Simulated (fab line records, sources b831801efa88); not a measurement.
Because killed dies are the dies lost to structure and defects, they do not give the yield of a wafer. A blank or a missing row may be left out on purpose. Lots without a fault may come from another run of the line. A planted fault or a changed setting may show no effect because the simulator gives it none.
One fault through the eyes of 2 desks | flow sky130 | each desk holds nothing but its own numbers, with what lay behind them at the end

THE TOOL OWNER'S DESK: rieDiel-01
The tool's own readings at SKY_METAL4_ETCH_17 (etches SiO2 in C4F8/O2/Ar, stops on TiN, time 3.9 s, target depth 15 nm): means of the sampled wafers that have a number, for each lot that ran on this tool. If a lot's mean is further than 4 standard deviations from the usual mean, the lot is out of limits and carries the mark OUT (the distance appears in the brackets).
Columns: A = oesProductAu at SKY_METAL4_ETCH_17, usual 0.755 a.u.
lot  | first seen here | A
L210 | day 41 13:23    | 0.759
L211 | day 41 22:37    | 0.752
L213 | day 43 04:43    | 0.754
L218 | day 44 07:12    | 0.742
L223 | day 45 15:42    | 0.741
This desk's verdict: no lot among the 5 shows anything out of limits.

METROLOGY DESK
Means of the sampled wafers that have a number, per lot and without regard to the tool the lot ran on: this is what the gauges read. If a lot's mean is further than 4 standard deviations from the usual mean, the lot is out of limits and carries the mark OUT (the distance appears in the brackets).
Columns: A = METAL3_OVL at SKY_METAL3_OVL_MEAS_14, usual -1 nm
lot  | first seen here | A
L210 | day 38 08:12    | 8
L211 | day 38 18:21    | -5
L212 | day 39 06:14    | 2
L214 | day 39 23:53    | -1
L213 | day 40 00:08    | 2
L218 | day 41 04:49    | -1
L223 | day 42 15:56    | -5
L227 | day 43 14:02    | -1
L230 | day 44 12:46    | -4
L231 | day 44 13:47    | -4
L232 | day 44 17:27    | 0
This desk's verdict: no lot among the 11 shows anything out of limits.

ALL TOGETHER
The desk of the tool owner found nothing out of limits.
The metrology desk saw nothing out of limits.

WHAT THE SIMULATOR HAD PUT IN
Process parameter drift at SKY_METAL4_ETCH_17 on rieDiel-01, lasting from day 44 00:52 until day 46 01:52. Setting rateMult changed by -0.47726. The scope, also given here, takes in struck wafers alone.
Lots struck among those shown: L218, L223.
